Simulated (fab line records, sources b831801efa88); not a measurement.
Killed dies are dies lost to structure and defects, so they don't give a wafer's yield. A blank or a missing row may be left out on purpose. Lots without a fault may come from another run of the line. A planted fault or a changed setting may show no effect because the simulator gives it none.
fab line records | flow sky130
record lots=13 wafers=39 last_day=50
route steps=708 shown LDD_P@265 METAL4@599 CAP2M@603 METAL5@666 PAD_OPEN@708
lots that met no fault: from a run of the same line without faults
start_h: hours from the record's first day to the start of the lot's first wafer shown | wait_h: hours since the lot's step before | " the same as in the row above | L1.1+2: a row that stands for several wafers | - no value, or no start given | * or withheld: withheld | < > ~ a bound
route shown NAME@n: a module of which the file shows steps, and the number in the route of the first | usual: mean/standard deviation of fault-free wafers | same: alike in all rows | chamber/n: place in a boat | sites: the reading at each site | _std_site: their standard deviation | _edge_site: outer sites' mean less inner sites' | radius_mm: how far each site lies from the wafer's centre | mask NAME#n: copy n | behind: the tool/chamber that last shaped the wafer | hold: why the lot was held/for how many hours/how that ended | device: the transistor (n, p or np) that didn't switch | end of line: the same wafers' tests at the end of the route | a step without rows: its recipe alone | killed: dies lost to structure and defects at the first sort, not the wafer's yield | map: a wafer's dies, x killed, . not, _ none there
set.NAME: the setting as run; set.NAME@STEP: as run at that earlier step | model.NAME: the simulator's own value behind a step, which no gauge read
steps of the route over a sample of lots; a table a step, a row a wafer
services: from which hour (start_h, from the record's first day; less than 0 if before it) a tool's chamber was out of use, for how many hours, and why
## steps
# step SKY_LDD_P_STRIP_10
# recipe chemistry=O2/N2 power_w=1400 pressure_mtorr=1500 platen_temp_c=withheld o2_flow_sccm=3000 n2_flow_sccm=300 overash_fraction=0.5
# usual drypump_motor_current_A=6.03/0.29 oes_product_au=0.716/0.0041 strip_time_to_endpoint_s=14.18/0.042
# columns lot.wafer tool chamber start_h wait_h drypump_motor_current_A oes_product_au rf_hours_counter_h strip_time_to_endpoint_s
L540.1 plasma_asher-01 0 422.61 0.1 6.14 0.714 60 14.11
L540.3 " 0 " " 6.13 0.715 - 14.17
L540.5 " 1 " " 6.11 0.713 - 14.15
L542.2 plasma_asher-02 1 445.90 0.1 5.57 0.719 2 14.19
L542.3 " 0 " " 5.93 0.722 - 14.20
L542.4 " 1 " " 5.61 0.721 - 14.20
L543.1 plasma_asher-02 1 448.22 0.1 5.54 0.702 2 14.17
L543.3 " 0 " " 5.92 0.715 - 14.20
L543.6 " 0 " " 5.92 0.718 - 14.20
L544.2 plasma_asher-01 1 464.87 0.1 6.12 0.714 65 14.23
L544.3 " 1 " " 6.11 0.721 - 14.18
L544.4 " 0 " " 6.14 0.713 - 14.22
L545.2 plasma_asher-03 0 485.67 0.1 6.45 0.713 36 14.22
L545.4 " 0 " " 6.47 0.718 - 14.21
L545.5 " 1 " " 5.80 0.709 - 14.20
L548.2 plasma_asher-03 0 515.98 0.1 6.47 0.718 40 14.16
L548.3 " 0 " " 6.47 0.717 - 14.19
L548.4 " 1 " " 5.81 0.715 - 14.16
L551.1 plasma_asher-02 0 544.40 0.1 5.91 0.715 12 14.26
L551.4 " 0 " " 5.93 0.720 - 14.26
L551.6 " 1 " " 5.52 0.716 - 14.21
L550.3 plasma_asher-02 1 546.11 0.1 5.54 0.711 - 14.20
L550.5 " 0 " " 5.89 0.711 - 14.19
L550.6 " 1 " " 5.55 0.717 - 14.18
L553.2 plasma_asher-02 0 560.60 0.1 5.94 0.713 14 14.16
L553.3 " 1 " " 5.57 0.716 - 14.12
L553.5 " 0 " " 5.89 0.718 - 14.15
L552.1 plasma_asher-02 0 563.32 0.1 5.96 0.708 14 14.15
L552.2 " 1 " " 5.59 0.721 14 14.15
L552.6 " 1 " " 5.60 0.713 - 14.12
L560.1 plasma_asher-01 1 608.58 0.1 6.06 0.714 78 14.10
L560.2 " 0 " " 6.15 0.723 78 14.15
L560.6 " 0 " " 6.16 0.715 - 14.15
L561.1 plasma_asher-03 0 614.68 0.1 6.45 0.717 46 14.22
L561.2 " 1 " " 5.80 0.714 46 14.20
L561.4 " 0 " " 6.47 0.723 - 14.19
L562.1 plasma_asher-01 0 617.27 0.1 6.12 0.716 79 14.15
L562.2 " 1 " " 6.10 0.712 79 14.12
L562.3 " 1 " " 6.08 0.716 - 14.14
# step SKY_METAL4_SPUTTER_01
# recipe material=TiN target_thk_nm=20 power_w=6500 time_s=16.7 chamber_pressure_pa=0.4
# usual throttle_valve_pct=29.8/0.87
# same time_s=16.7
# columns lot.wafer tool chamber start_h wait_h throttle_valve_pct
L540.1 pvd_sputter-04 - 920.94 0.0 30.1
L540.3 " - " " 29.9
L540.5 " - " " 28.1
L542.2 pvd_sputter-04 - 940.17 0.0 28.1
L542.3 " - " " 30.2
L542.4 " - " " 29.8
L543.1 pvd_sputter-02 - 943.12 0.0 30.4
L543.3 " - " " 30.9
L543.6 " - " " 29.2
L544.2 pvd_sputter-04 - 952.96 0.0 27.9
L544.3 " - " " 30.2
L544.4 " - " " 29.8
L545.2 pvd_sputter-04 - 972.51 0.0 30.2
L545.4 " - " " 27.9
L545.5 " - " " 29.8
L548.2 pvd_sputter-02 - 994.02 0.0 29.5
L548.3 " - " " 30.8
L548.4 " - " " 30.4
L551.1 pvd_sputter-04 - 1016.09 0.0 30.4
L551.4 " - " " 29.5
L551.6 " - " " 30.1
L550.3 pvd_sputter-01 - 1019.31 0.0 28.4
L550.5 " - " " 30.7
L550.6 " - " " 28.5
L553.2 pvd_sputter-02 - 1027.39 0.0 30.7
L553.3 " - " " 30.5
L553.5 " - " " 30.8
L552.1 pvd_sputter-01 - 1028.03 0.0 30.5
L552.2 " - " " 28.4
L552.6 " - " " 30.8
L560.1 pvd_sputter-02 - 1065.20 0.0 30.9
L560.2 " - " " 29.0
L560.6 " - " " 29.2
L561.1 pvd_sputter-02 - 1068.80 0.0 29.4
L561.2 " - " " 31.0
L561.4 " - " " 30.6
L562.1 pvd_sputter-02 - 1071.27 0.0 30.6
L562.2 " - " " 29.1
L562.3 " - " " 30.4
# step SKY_CAP2M_CVD_00
# recipe material=SiO2 target_thk_nm=15.5 temp_c=400 time_s=withheld rf_w=450
# usual heater_power_w=717/130
# columns lot.wafer tool chamber start_h wait_h heater_power_w
L540.1 pecvd-01 0 921.07 0.0 573
L540.3 " 1 " " 917
L540.5 " 2 " " 626
L542.2 pecvd-01 1 940.30 0.0 1016
L542.3 " 0 " " 555
L542.4 " 1 " " 990
L543.1 pecvd-02 1 943.25 0.0 698
L543.3 " 1 " " 720
L543.6 " 0 " " 650
L544.2 pecvd-01 0 953.09 0.0 521
L544.3 " 2 " " 637
L544.4 " 2 " " 621
L545.2 pecvd-03 0 972.64 0.0 862
L545.4 " 1 " " 736
L545.5 " 2 " " 650
L548.2 pecvd-01 0 994.16 0.0 536
L548.3 " 2 " " 546
L548.4 " 1 " " 925
L551.1 pecvd-02 2 1016.22 0.0 801
L551.4 " 0 " " 748
L551.6 " 1 " " 739
L550.3 pecvd-03 1 1019.44 0.0 663
L550.5 " 1 " " 660
L550.6 " 0 " " 853
L553.2 pecvd-02 2 1027.52 0.0 690
L553.3 " 2 " " 665
L553.5 " 2 " " 688
L552.1 pecvd-03 0 1028.16 0.0 844
L552.2 " 2 " " 686
L552.6 " 1 " " 649
L560.1 pecvd-01 1 1065.33 0.0 975
L560.2 " 2 " " 666
L560.6 " 1 " " 968
L561.1 pecvd-01 1 1068.93 0.0 970
L561.2 " 0 " " 611
L561.4 " 0 " " 603
L562.1 pecvd-03 2 1071.40 0.0 710
L562.2 " 0 " " 873
L562.3 " 1 " " 627
# step SKY_METAL5_RS_MEAS_05
# recipe thk_meas_gauge=four-point-probe reads=TiN_of_METAL5_SPUTTER_04+Ti_of_METAL5_SPUTTER_03+AlCu_of_METAL5_SPUTTER_02+TiN_of_METAL5_SPUTTER_01+Ti_of_METAL5_SPUTTER_00
# usual METAL5_ALCU_RS=0.0279/0.00041
# columns lot.wafer tool chamber start_h wait_h METAL5_ALCU_RS[ohm/sq]
L540.1 film_metro-03 - 996.83 0.0 0.0290
L540.3 " - " " 0.0289
L540.5 " - " " 0.0289
L542.2 film_metro-02 - 1014.34 0.0 0.0279
L542.3 " - " " 0.0278
L542.4 " - " " 0.0281
L543.1 film_metro-04 - 1017.74 0.0 0.0273
L543.3 " - " " 0.0276
L543.6 " - " " 0.0276
L544.2 film_metro-04 - 1026.20 0.0 0.0279
L544.3 " - " " 0.0277
L544.4 " - " " 0.0279
L545.2 film_metro-02 - 1045.45 0.0 0.0280
L545.4 " - " " 0.0281
L545.5 " - " " 0.0279
L548.2 film_metro-02 - 1065.60 0.1 0.0278
L548.3 " - " " 0.0276
L548.4 " - " " 0.0275
L551.1 film_metro-03 - 1086.10 0.0 0.0285
L551.4 " - " " 0.0281
L551.6 " - " " 0.0284
L550.3 film_metro-04 - 1088.85 0.1 0.0284
L550.5 " - " " 0.0281
L550.6 " - " " 0.0283
L553.2 film_metro-04 - 1094.66 0.0 0.0277
L553.3 " - " " 0.0276
L553.5 " - " " 0.0276
L552.1 film_metro-04 - 1095.62 0.0 0.0278
L552.2 " - " " 0.0280
L552.6 " - " " 0.0279
L560.1 film_metro-04 - 1129.38 0.0 0.0281
L560.2 " - " " 0.0281
L560.6 " - " " 0.0279
L561.1 film_metro-02 - 1132.62 0.0 0.0285
L561.2 " - " " 0.0283
L561.4 " - " " 0.0283
L562.1 film_metro-02 - 1135.22 0.0 0.0278
L562.2 " - " " 0.0287
L562.3 " - " " 0.0282
# step SKY_PAD_OPEN_PROBE_99
# usual killed_at_M0_to_M3=44/7.3 killed_at_M4_up=3.1/1.9 killed_at_contacts=24/5.3 killed_at_front_end=15/4 killed_at_other=0.4/0.6 killed_dies=86/9.2 killed_open=47/6.9 killed_short=39/6.9
# same gross_dies=492 killed_at_back_side=0
# columns lot.wafer tool chamber start_h wait_h hold killed_at_M0_to_M3 killed_at_M4_up killed_at_contacts killed_at_front_end killed_at_other killed_dies killed_open killed_short
L540.1 prober-02 - 1067.73 0.1 - 43 6 27 16 2 94 44 49
L540.3 prober-02 - 1067.83 0.2 - 61 4 22 14 0 101 53 48
L540.5 prober-02 - 1067.93 0.2 - 50 3 17 18 0 88 44 44
L542.2 prober-02 - 1082.34 0.1 - 41 2 24 15 0 82 44 38
L542.3 prober-02 - 1082.39 0.2 - 40 6 20 18 0 84 41 43
L542.4 prober-02 - 1082.44 0.2 - 48 2 20 12 1 83 47 36
L543.1 prober-01 - 1085.78 0.1 - 49 5 25 11 1 91 52 38
L543.3 prober-01 - 1085.88 0.2 - 48 3 19 20 0 90 50 40
L543.6 prober-01 - 1086.03 0.2 - 34 2 14 13 1 64 33 31
L544.2 prober-02 - 1094.58 0.1 - 41 4 15 10 1 71 35 35
L544.3 prober-02 - 1094.63 0.2 - 32 2 28 13 1 76 36 39
L544.4 prober-02 - 1094.68 0.2 - 35 3 18 13 1 70 34 34
L545.2 prober-01 - 1110.66 0.1 - 43 0 27 12 1 83 46 36
L545.4 prober-01 - 1110.76 0.2 - 46 3 26 22 0 97 56 41
L545.5 prober-01 - 1110.81 0.2 - 50 0 28 17 2 97 53 43
L548.2 prober-02 - 1124.57 0.1 - 46 4 21 18 0 89 43 46
L548.3 prober-02 - 1124.62 0.2 - 31 1 40 15 0 87 52 35
L548.4 prober-02 - 1124.67 0.2 - 38 2 28 18 0 86 40 46
L551.1 prober-02 - 1143.64 0.1 - 50 6 22 21 1 100 55 45
L551.4 prober-02 - 1143.79 0.2 - 63 2 19 21 1 106 59 46
L551.6 prober-02 - 1143.89 0.2 - 59 1 15 11 0 86 45 41
L550.3 prober-01 - 1146.79 0.2 - 59 2 23 14 0 98 50 48
L550.5 prober-01 - 1146.89 0.2 - 51 6 21 12 0 90 37 53
L550.6 prober-01 - 1146.94 0.2 - 35 3 23 19 0 80 48 32
L552.1 prober-01 - 1154.72 0.1 await_dispo/8.1h/release 45 2 19 42 0 108 45 33
L552.2 prober-01 - 1154.77 0.1 await_dispo/8.1h/release 44 5 26 31 0 106 51 37
L552.6 prober-01 - 1154.97 0.2 await_dispo/8.1h/release 40 1 20 33 1 95 35 43
L553.2 prober-02 - 1154.76 0.1 await_dispo/4.3h/release 43 3 14 37 0 97 44 26
L553.3 prober-02 - 1154.81 0.2 await_dispo/4.3h/release 34 7 30 28 0 99 42 43
L553.5 prober-02 - 1154.91 0.2 await_dispo/4.3h/release 37 3 11 51 0 102 32 34
L560.1 prober-02 - 1186.10 0.1 - 36 1 34 20 0 91 49 41
L560.2 prober-02 - 1186.15 0.1 - 39 3 22 20 0 84 46 38
L560.6 prober-02 - 1186.35 0.2 - 37 4 32 16 0 89 56 33
L561.1 prober-01 - 1188.79 0.1 - 37 4 24 6 0 71 36 34
L561.2 prober-01 - 1188.84 0.1 - 44 3 29 14 0 90 46 41
L561.4 prober-01 - 1188.94 0.2 - 44 5 26 14 1 90 46 43
L562.1 prober-02 - 1190.77 0.1 - 46 2 31 14 0 93 54 39
L562.2 prober-02 - 1190.82 0.1 - 51 2 17 22 0 92 53 39
L562.3 prober-02 - 1190.87 0.2 - 44 3 33 20 0 100 62 38
# killed by level:class
L540.1 LI_CONTACT:geometric_particle:open=8 FIELD_ISO:geometric_particle:open=7 VIA2:geometric_particle:open=7 CONTACT:geometric_particle:open=6 CONTACT:geometric_particle:short=6 VIA3:geometric_particle:short=6 METAL1:geometric_particle:short=5 VIA1:geometric_particle:open=5
L540.3 VIA1:geometric_particle:open=14 METAL2:geometric_particle:short=9 CONTACT:geometric_particle:open=8 VIA2:geometric_particle:open=7 METAL3:geometric_particle:short=7 LI_CONTACT:geometric_particle:open=6 VIA2:geometric_particle:short=6 VIA3:geometric_particle:open=5
L540.5 VIA1:geometric_particle:open=9 VIA2:geometric_particle:open=9 VIA1:geometric_particle:short=8 CONTACT:geometric_particle:short=6 METAL1:geometric_particle:short=6 LI_CONTACT:geometric_particle:open=5 VIA3:geometric_particle:open=5 FIELD_ISO:geometric_particle:short=4
L542.2 CONTACT:geometric_particle:open=8 VIA1:geometric_particle:open=7 LI_CONTACT:geometric_particle:open=6 VIA1:geometric_particle:short=6 FIELD_ISO:geometric_particle:open=5 CONTACT:geometric_particle:short=5 VIA3:geometric_particle:open=5 METAL3:geometric_particle:short=4
L542.3 VIA2:geometric_particle:open=9 VIA3:geometric_particle:open=7 CONTACT:geometric_particle:short=7 VIA1:geometric_particle:open=6 METAL2:geometric_particle:short=6 METAL4:geometric_particle:short=6 FIELD_ISO:geometric_particle:short=5 LOCAL_INTERCONNECT:geometric_particle:short=4
L542.4 VIA1:geometric_particle:open=11 CONTACT:geometric_particle:open=9 VIA3:geometric_particle:open=8 METAL1:geometric_particle:short=7 VIA2:geometric_particle:open=7 FIELD_ISO:geometric_particle:open=5 LI_CONTACT:geometric_particle:open=5 METAL2:geometric_particle:short=5
L543.1 VIA1:geometric_particle:open=12 CONTACT:geometric_particle:open=9 VIA2:geometric_particle:open=9 VIA3:geometric_particle:open=8 LI_CONTACT:geometric_particle:open=7 METAL1:geometric_particle:short=5 VIA3:geometric_particle:short=5 CONTACT:geometric_particle:short=4
L543.3 VIA1:geometric_particle:open=14 CONTACT:geometric_particle:open=12 METAL1:geometric_particle:short=9 VIA3:geometric_particle:open=6 POLY_GATE:geometric_particle:open=5 VIA1:geometric_particle:short=5 FIELD_ISO:geometric_particle:short=4 VIA2:geometric_particle:open=4
L543.6 CONTACT:geometric_particle:open=7 VIA1:geometric_particle:open=6 VIA3:geometric_particle:open=6 METAL1:geometric_particle:short=5 METAL2:geometric_particle:short=4 FIELD_ISO:geometric_particle:short=3 LI_CONTACT:geometric_particle:open=3 LOCAL_INTERCONNECT:geometric_particle:short=3
L544.2 VIA1:geometric_particle:open=10 FIELD_ISO:geometric_particle:short=6 LI_CONTACT:geometric_particle:open=6 VIA3:geometric_particle:open=6 LOCAL_INTERCONNECT:geometric_particle:short=5 METAL2:geometric_particle:short=5 METAL1:geometric_particle:short=4 VIA1:geometric_particle:short=4
L544.3 CONTACT:geometric_particle:short=9 CONTACT:geometric_particle:open=9 VIA1:geometric_particle:open=6 VIA1:geometric_particle:short=6 FIELD_ISO:geometric_particle:open=5 LI_CONTACT:geometric_particle:open=5 VIA2:geometric_particle:open=5 METAL1:geometric_particle:short=4
L544.4 CONTACT:geometric_particle:open=9 VIA1:geometric_particle:open=9 METAL1:geometric_particle:short=6 VIA2:geometric_particle:open=6 METAL2:geometric_particle:short=5 FIELD_ISO:geometric_particle:short=4 POLY_GATE:geometric_particle:short=3 LI_CONTACT:geometric_particle:open=3
L545.2 VIA1:geometric_particle:open=9 CONTACT:geometric_particle:open=9 VIA2:geometric_particle:open=8 LI_CONTACT:geometric_particle:open=7 VIA1:geometric_particle:short=6 POLY_GATE:geometric_particle:short=4 LOCAL_INTERCONNECT:geometric_particle:short=4 CONTACT:geometric_particle:short=4
L545.4 VIA1:geometric_particle:open=16 CONTACT:geometric_particle:open=12 FIELD_ISO:geometric_particle:open=8 CONTACT:geometric_particle:short=6 VIA2:geometric_particle:short=6 POLY_GATE:geometric_particle:open=4 POLY_GATE:geometric_particle:short=4 LI_CONTACT:geometric_particle:open=4
L545.5 VIA1:geometric_particle:open=17 LI_CONTACT:geometric_particle:open=12 POLY_GATE:geometric_particle:open=7 CONTACT:geometric_particle:open=6 VIA1:geometric_particle:short=6 METAL3:geometric_particle:short=5 METAL1:geometric_particle:short=5 VIA3:geometric_particle:open=5
L548.2 VIA1:geometric_particle:open=11 CONTACT:geometric_particle:open=9 METAL2:geometric_particle:short=8 METAL1:geometric_particle:short=7 VIA1:geometric_particle:short=6 POLY_GATE:geometric_particle:short=5 LI_CONTACT:geometric_particle:open=5 CONTACT:geometric_particle:short=5
L548.3 CONTACT:geometric_particle:open=18 LI_CONTACT:geometric_particle:open=8 METAL2:geometric_particle:short=8 CONTACT:geometric_particle:short=7 VIA1:geometric_particle:open=6 POLY_GATE:geometric_particle:open=5 FIELD_ISO:geometric_particle:short=4 FIELD_ISO:geometric_particle:open=4
L548.4 CONTACT:geometric_particle:open=11 POLY_GATE:geometric_particle:short=8 VIA2:geometric_particle:open=8 CONTACT:geometric_particle:short=6 METAL1:geometric_particle:short=6 LI_CONTACT:geometric_particle:open=5 LOCAL_INTERCONNECT:geometric_particle:short=5 VIA3:geometric_particle:open=5
L551.1 VIA1:geometric_particle:open=10 CONTACT:geometric_particle:open=8 VIA3:geometric_particle:open=8 VIA2:geometric_particle:open=8 METAL1:geometric_particle:short=7 FIELD_ISO:geometric_particle:short=6 LI_CONTACT:geometric_particle:open=5 POLY_GATE:geometric_particle:short=4
L551.4 VIA1:geometric_particle:open=16 METAL1:geometric_particle:short=9 VIA3:geometric_particle:open=9 LI_CONTACT:geometric_particle:open=7 VIA2:geometric_particle:open=7 FIELD_ISO:geometric_particle:open=6 METAL2:geometric_particle:short=6 VIA1:geometric_particle:short=5
L551.6 VIA1:geometric_particle:open=14 VIA1:geometric_particle:short=8 VIA2:geometric_particle:open=8 METAL1:geometric_particle:short=7 VIA3:geometric_particle:open=7 LOCAL_INTERCONNECT:geometric_particle:short=4 CONTACT:geometric_particle:open=4 METAL2:geometric_particle:short=4
L550.3 METAL2:geometric_particle:short=13 VIA1:geometric_particle:open=12 VIA1:geometric_particle:short=8 CONTACT:geometric_particle:open=7 LI_CONTACT:geometric_particle:open=6 VIA3:geometric_particle:open=6 FIELD_ISO:geometric_particle:open=5 VIA2:geometric_particle:open=5
L550.5 METAL1:geometric_particle:short=8 CONTACT:geometric_particle:short=6 CONTACT:geometric_particle:open=6 VIA1:geometric_particle:short=6 METAL2:geometric_particle:short=6 METAL4:geometric_particle:short=6 VIA3:geometric_particle:open=5 LI_CONTACT:geometric_particle:open=5
L550.6 CONTACT:geometric_particle:open=8 VIA1:geometric_particle:open=8 POLY_GATE:geometric_particle:open=6 LI_CONTACT:geometric_particle:open=6 METAL2:geometric_particle:short=6 VIA3:geometric_particle:open=6 FIELD_ISO:geometric_particle:short=5 VIA1:geometric_particle:short=5
L552.1 LDD_P:unspecified=30 VIA1:geometric_particle:open=9 VIA3:geometric_particle:open=8 CONTACT:geometric_particle:open=6 LI_CONTACT:geometric_particle:open=6 METAL2:geometric_particle:short=6 VIA2:geometric_particle:open=6 POLY_GATE:geometric_particle:short=5
L553.2 LDD_P:unspecified=27 VIA1:geometric_particle:open=11 LI_CONTACT:geometric_particle:open=7 VIA2:geometric_particle:open=7 VIA3:geometric_particle:short=6 FIELD_ISO:geometric_particle:open=5 VIA3:geometric_particle:open=5 CONTACT:geometric_particle:open=4
L552.2 LDD_P:unspecified=17 CONTACT:geometric_particle:open=10 VIA2:geometric_particle:open=10 VIA1:geometric_particle:open=9 LI_CONTACT:geometric_particle:open=6 CONTACT:geometric_particle:short=6 FIELD_ISO:geometric_particle:open=5 METAL1:geometric_particle:short=5
L553.3 LDD_P:unspecified=14 CONTACT:geometric_particle:open=10 LI_CONTACT:geometric_particle:open=7 CONTACT:geometric_particle:short=6 VIA1:geometric_particle:open=6 VIA2:geometric_particle:open=6 FIELD_ISO:geometric_particle:short=4 METAL1:geometric_particle:short=4
L553.5 LDD_P:unspecified=36 VIA1:geometric_particle:open=7 METAL1:geometric_particle:short=6 VIA1:geometric_particle:short=5 VIA3:geometric_particle:open=5 METAL2:geometric_particle:short=5 VIA2:geometric_particle:open=4 FIELD_ISO:geometric_particle:open=3
L552.6 LDD_P:unspecified=17 CONTACT:geometric_particle:open=9 CONTACT:geometric_particle:short=7 VIA1:geometric_particle:open=7 METAL1:geometric_particle:short=7 VIA1:geometric_particle:short=5 VIA3:geometric_particle:open=5 VIA3:geometric_particle:short=4
L560.1 CONTACT:geometric_particle:open=15 LI_CONTACT:geometric_particle:open=7 VIA1:geometric_particle:open=7 VIA3:geometric_particle:open=7 FIELD_ISO:geometric_particle:open=6 POLY_GATE:geometric_particle:short=6 VIA1:geometric_particle:short=6 LOCAL_INTERCONNECT:geometric_particle:short=4
L560.2 CONTACT:geometric_particle:open=9 VIA1:geometric_particle:open=9 POLY_GATE:geometric_particle:open=8 METAL1:geometric_particle:short=7 POLY_GATE:geometric_particle:short=4 VIA1:geometric_particle:short=4 LOCAL_INTERCONNECT:geometric_particle:short=4 LI_CONTACT:geometric_particle:open=4
L560.6 CONTACT:geometric_particle:open=17 LI_CONTACT:geometric_particle:open=8 METAL1:geometric_particle:short=6 VIA1:geometric_particle:short=6 VIA2:geometric_particle:open=6 VIA1:geometric_particle:open=5 METAL2:geometric_particle:short=5 FIELD_ISO:geometric_particle:open=4
L561.1 VIA1:geometric_particle:open=11 LOCAL_INTERCONNECT:geometric_particle:short=8 VIA1:geometric_particle:short=6 VIA2:geometric_particle:open=6 CONTACT:geometric_particle:short=5 LI_CONTACT:geometric_particle:open=4 CONTACT:geometric_particle:open=4 VIA3:geometric_particle:open=4
L561.2 CONTACT:geometric_particle:open=11 VIA1:geometric_particle:open=10 VIA1:geometric_particle:short=7 LI_CONTACT:geometric_particle:open=6 METAL1:geometric_particle:short=5 VIA3:geometric_particle:open=5 FIELD_ISO:geometric_particle:short=4 FIELD_ISO:geometric_particle:open=4
L561.4 LI_CONTACT:geometric_particle:open=12 VIA3:geometric_particle:open=8 METAL1:geometric_particle:short=6 VIA2:geometric_particle:open=6 METAL2:geometric_particle:short=5 VIA1:geometric_particle:open=5 METAL4:geometric_particle:short=5 POLY_GATE:geometric_particle:open=4
L562.1 CONTACT:geometric_particle:open=13 VIA1:geometric_particle:open=13 CONTACT:geometric_particle:short=9 VIA3:geometric_particle:open=7 FIELD_ISO:geometric_particle:short=6 METAL1:geometric_particle:short=6 VIA2:geometric_particle:open=6 FIELD_ISO:geometric_particle:open=5
L562.2 VIA3:geometric_particle:open=10 VIA1:geometric_particle:open=9 CONTACT:geometric_particle:open=8 METAL2:geometric_particle:short=8 VIA2:geometric_particle:open=7 VIA1:geometric_particle:short=6 FIELD_ISO:geometric_particle:open=5 POLY_GATE:geometric_particle:open=5
L562.3 VIA1:geometric_particle:open=14 LI_CONTACT:geometric_particle:open=12 CONTACT:geometric_particle:open=11 VIA3:geometric_particle:open=8 VIA1:geometric_particle:short=6 FIELD_ISO:geometric_particle:open=5 POLY_GATE:geometric_particle:short=5 VIA2:geometric_particle:short=5
## services
# columns tool chamber start_h hours kind
plasma_asher-02 - 416.13 1.8 repair
plasma_asher-02 - 418.35 3.1 repair
plasma_asher-02 - 421.41 9.0 pm
pvd_sputter-02 - 473.21 26.1 repair
plasma_asher-02 - 499.69 2.0 repair
pvd_sputter-04 - 522.71 0.9 repair
pvd_sputter-02 - 560.31 3.2 repair
plasma_asher-02 - 560.78 0.3 repair
pvd_sputter-04 - 561.43 1.4 repair
pvd_sputter-04 - 562.78 5.2 repair
plasma_asher-02 - 586.21 9.7 repair
pvd_sputter-04 - 605.31 2.0 repair
plasma_asher-02 - 610.76 11.4 repair
pvd_sputter-04 - 624.25 29.6 repair
pvd_sputter-04 - 646.91 3.3 repair
plasma_asher-02 - 682.81 1.2 repair
pvd_sputter-04 - 693.36 4.0 repair
pvd_sputter-04 - 719.60 3.5 repair
pvd_sputter-02 - 792.09 9.7 repair
pvd_sputter-04 - 886.45 0.7 repair
pvd_sputter-04 - 942.47 0.9 repair
pvd_sputter-02 - 951.73 0.9 repair
pecvd-01 - 976.94 0.8 repair
pecvd-01 0 983.63 3.7 repair
## key
first_sign step=SKY_PAD_OPEN_PROBE_99 reading=killed_at_front_end direction=up sigmas=5.4 usual=15 struck=37
effect step=SKY_PAD_OPEN_PROBE_99 reading=killed_dies direction=up sigmas=1.6 usual=86 struck=101 wafers_moved=3
met_at SKY_LDD_P_STRIP_10
struck_lots L552,L553
tester_left_out L552,L553
not_acting_at SKY_METAL4_SPUTTER_01,SKY_CAP2M_CVD_00,SKY_METAL5_RS_MEAS_05
onset_between 546.11 560.60
fault kind=chamber_particle_source tool=plasma_asher-02 chamber=- onset_h=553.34 steps=SKY_LDD_P_STRIP_10 rate_per_visit_cm2=1.2166 end_h=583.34
# tester_left_out: of these lots the tester's yield and bins aren't shown, on N5 and GAA mostly nor the transistor test; their killed dies are dies lost to structure and defects alone, not to doping, threshold or leakage, so they don't give the yield
